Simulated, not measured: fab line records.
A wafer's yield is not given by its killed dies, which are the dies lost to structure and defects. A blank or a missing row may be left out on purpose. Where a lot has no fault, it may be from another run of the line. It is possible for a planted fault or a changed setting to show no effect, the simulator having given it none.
The tool behind it: which one? ; flow sky130 ; 33 wafers from 11 lots sampled at 7 of the route's 708 steps

## WHAT THE GAUGES READ, wafer by wafer
SKY_LDD_N_OVL_MEAS_07.
lot;measured;on;LDD_N_OVL (nm)
L428;day 17 16:26;overlay-01;0.0 -0.1 -2.3
L430;day 18 07:23;overlay-02;-2.1 -0.8 -2.0
L431;day 18 18:32;overlay-02;0.9 -1.6 -1.2
L436;day 20 22:39;overlay-01;-0.7 -1.6 -1.4
L441;day 22 16:35;overlay-02;-0.6 -1.0 -0.9
L443;day 23 22:44;overlay-02;0.5 0.8 0.2
L444;day 23 22:20;overlay-02;1.9 1.2 0.6
L445;day 25 06:59;overlay-02;0.7 -1.6 1.5
L446;day 25 10:59;overlay-02;-1.0 0.0 0.3
L448;day 25 14:38;overlay-01;0.8 1.4 0.4
L451;day 26 15:54;overlay-01;-1.3 1.0 0.2

SKY_LDD_P_CD_MEAS_07: target cd 380 nm.
lot;measured;on;cd-nm (nm)
L428;day 19 01:08;cd-sem-02;378.1 377.1 379.5
L430;day 19 15:06;cd-sem-01;379.5 377.1 380.1
L431;day 20 02:03;cd-sem-02;- - -
L436;day 22 12:49;cd-sem-02;381.4 381.3 381.6
L441;day 24 00:00;cd-sem-02;377.7 378.3 377.2
L443;day 25 05:49;cd-sem-01;381.2 379.2 381.2
L444;day 25 05:24;cd-sem-01;380.3 383.8 380.8
L445;day 26 13:35;cd-sem-02;382.9 380.7 379.4
L446;day 26 17:09;cd-sem-02;380.3 380.3 381.2
L448;day 26 21:03;cd-sem-01;382.1 383.4 384.9
L451;day 27 22:29;cd-sem-01;379.9 385.0 383.8

SKY_LDD_P_TW_MEAS_11.
lot;measured;on;LDD_P_TW
L428;day 19 01:32;film-metro-01;635.7 635.6 639.1
L430;day 19 15:30;film-metro-03;641.0 638.8 641.8
L431;day 20 02:27;film-metro-03;29.9 30.0 30.1
L436;day 22 13:11;film-metro-03;638.9 634.1 633.9
L441;day 24 00:28;film-metro-03;641.0 639.5 643.3
L443;day 25 06:13;film-metro-03;636.6 641.2 637.2
L444;day 25 05:48;film-metro-03;635.0 636.4 638.0
L445;day 26 13:59;film-metro-03;636.4 638.0 640.0
L446;day 26 17:33;film-metro-01;636.9 634.5 634.6
L448;day 26 21:27;film-metro-03;637.8 640.3 638.1
L451;day 27 22:52;film-metro-04;640.0 640.1 639.1

SKY_LDD_HVP_OVL_MEAS_07.
lot;measured;on;LDD_HVP_OVL (nm)
L428;day 21 14:53;overlay-02;-1.4 -0.3 -0.8
L430;day 22 11:31;overlay-01;1.4 1.5 0.5
L431;day 22 15:22;overlay-01;-0.6 1.3 0.0
L436;day 25 02:09;overlay-02;-0.2 -0.1 0.0
L441;day 26 11:59;overlay-01;0.9 2.0 0.6
L443;day 27 17:07;overlay-02;-0.3 0.6 1.2
L444;day 27 16:29;overlay-01;2.0 1.7 0.7
L445;day 28 23:29;overlay-01;-0.2 -1.1 -1.8
L446;day 29 02:59;overlay-02;-0.5 0.5 0.1
L448;day 29 06:49;overlay-02;1.5 2.6 -0.9
L451;day 30 07:15;overlay-02;0.4 -0.6 -0.1

SKY_LDD_HVP_TW_MEAS_10.
lot;measured;on;LDD_HVP_TW
L428;day 21 15:10;film-metro-03;458.0 459.0 460.8
L430;day 22 11:49;film-metro-02;454.6 454.8 456.4
L431;day 22 15:40;film-metro-03;698.6 698.6 698.1
L436;day 25 02:26;film-metro-02;454.2 455.3 453.7
L441;day 26 12:17;film-metro-02;456.8 459.6 458.0
L443;day 27 17:24;film-metro-02;458.1 456.7 458.3
L444;day 27 16:47;film-metro-04;458.4 458.4 459.1
L445;day 28 23:46;film-metro-02;455.7 457.7 456.6
L446;day 29 03:17;film-metro-04;459.5 459.1 459.7
L448;day 29 07:07;film-metro-03;458.2 457.9 458.7
L451;day 30 07:33;film-metro-03;460.0 458.9 461.6

## TOOL THAT RAN EACH LOT (tool first, then ch and the chambers of the sampled wafers, then the start)
lot;SKY_GATE_OXIDE_STRIP_13;SKY_LDD_P_EXPOSE_04
L428;plasma-asher-03 ch 0,1, day 13 21:13;iline-stepper-02 ch 0, day 18 09:31
L430;plasma-asher-03 ch 0,1, day 14 09:20;iline-stepper-01 ch 0, day 18 23:52
L431;plasma-asher-04 ch 0,1, day 14 20:10;iline-stepper-02 ch 0, day 19 11:42
L436;plasma-asher-03 ch 0,1, day 16 19:02;iline-stepper-02 ch 0, day 21 23:11
L441;plasma-asher-04 ch 0,1, day 18 15:43;iline-stepper-01 ch 0, day 23 10:11
L443;plasma-asher-04 ch 0,1, day 18 23:24;iline-stepper-02 ch 0, day 24 15:03
L444;plasma-asher-02 ch 0,1, day 19 12:57;iline-stepper-02 ch 0, day 24 14:05
L445;plasma-asher-02 ch 0,1, day 20 22:06;iline-stepper-01 ch 0, day 25 23:22
L446;plasma-asher-02 ch 0,1, day 21 10:28;iline-stepper-01 ch 0, day 26 04:18
L448;plasma-asher-04 ch 1, day 21 18:37;iline-stepper-02 ch 0, day 26 09:06
L451;plasma-asher-04 ch 0,1, day 22 12:03;iline-stepper-02 ch 0, day 27 09:20
- SKY_GATE_OXIDE_STRIP_13: strips in O2/N2.
- SKY_LDD_P_EXPOSE_04: exposes mask PSDM, target cd 380 nm.

## WHAT THE TOOLS THEMSELVES READ (means of the sampled wafers that have a number; where no wafer has one, the mark that the record gives instead)
SKY_GATE_OXIDE_STRIP_13.
lot;tool;drypump-motor-current-A (A);oes-product-au (a.u.);strip-time-to-endpoint-s (s)
L428;plasma-asher-03;5.45;0.715;14.17
L430;plasma-asher-03;5.47;0.715;14.22
L431;plasma-asher-04;5.96;0.717;14.19
L436;plasma-asher-03;5.61;0.709;14.18
L441;plasma-asher-04;5.97;0.720;14.14
L443;plasma-asher-04;5.88;0.719;14.21
L444;plasma-asher-02;5.39;0.716;14.15
L445;plasma-asher-02;5.50;0.717;14.20
L446;plasma-asher-02;5.52;0.717;14.17
L448;plasma-asher-04;6.11;0.718;14.19
L451;plasma-asher-04;5.98;0.713;14.12

SKY_LDD_P_EXPOSE_04.
lot;tool;reticle-temp-C (C)
L428;iline-stepper-02;23.04
L430;iline-stepper-01;22.95
L431;iline-stepper-02;22.91
L436;iline-stepper-02;22.90
L441;iline-stepper-01;23.09
L443;iline-stepper-02;22.88
L444;iline-stepper-02;22.94
L445;iline-stepper-01;22.93
L446;iline-stepper-01;22.91
L448;iline-stepper-02;22.97
L451;iline-stepper-02;23.09

## THE ANSWER, worked out from the rows above alone
Rule: usual is defined by the lots themselves. Put in order of their means at a reading, lots are off if they are a third of the lots or fewer, leave a main group of 4 or more, and stand apart from it by a gap of 3 or more times the standard deviation of the main group's means; of several such gaps the widest counts. A main group whose means are all the same, to the digits that the tables above print for the reading, isn't used. Also off: a lot with no number at a reading for which 4 or more lots have one. Any other lot the step has rows for is counted as sound. First the gauges in route order, then the tools' own readings, where a lot's mean is used as printed above. The first step at which some lot is off is used, and at that step the reading that is off furthest; a lot without a number counts as furthest.
Off: L431, at SKY_LDD_P_CD_MEAS_07 (cd-nm). Without a number there: L431. For the main group the mean is 380.6 nm and the standard deviation 1.8.
A tool fits if, at a process step before that reading, it ran every lot that is off, and no sound lot after the first of them. The gauges at SKY_LDD_P_CD_MEAS_07 aren't tried: what is off there is off at SKY_LDD_P_TW_MEAS_11 too, on other tools, and a gauge's error can't cause that. None of those tried fits.

## WHAT THE SIMULATOR HAD PUT IN
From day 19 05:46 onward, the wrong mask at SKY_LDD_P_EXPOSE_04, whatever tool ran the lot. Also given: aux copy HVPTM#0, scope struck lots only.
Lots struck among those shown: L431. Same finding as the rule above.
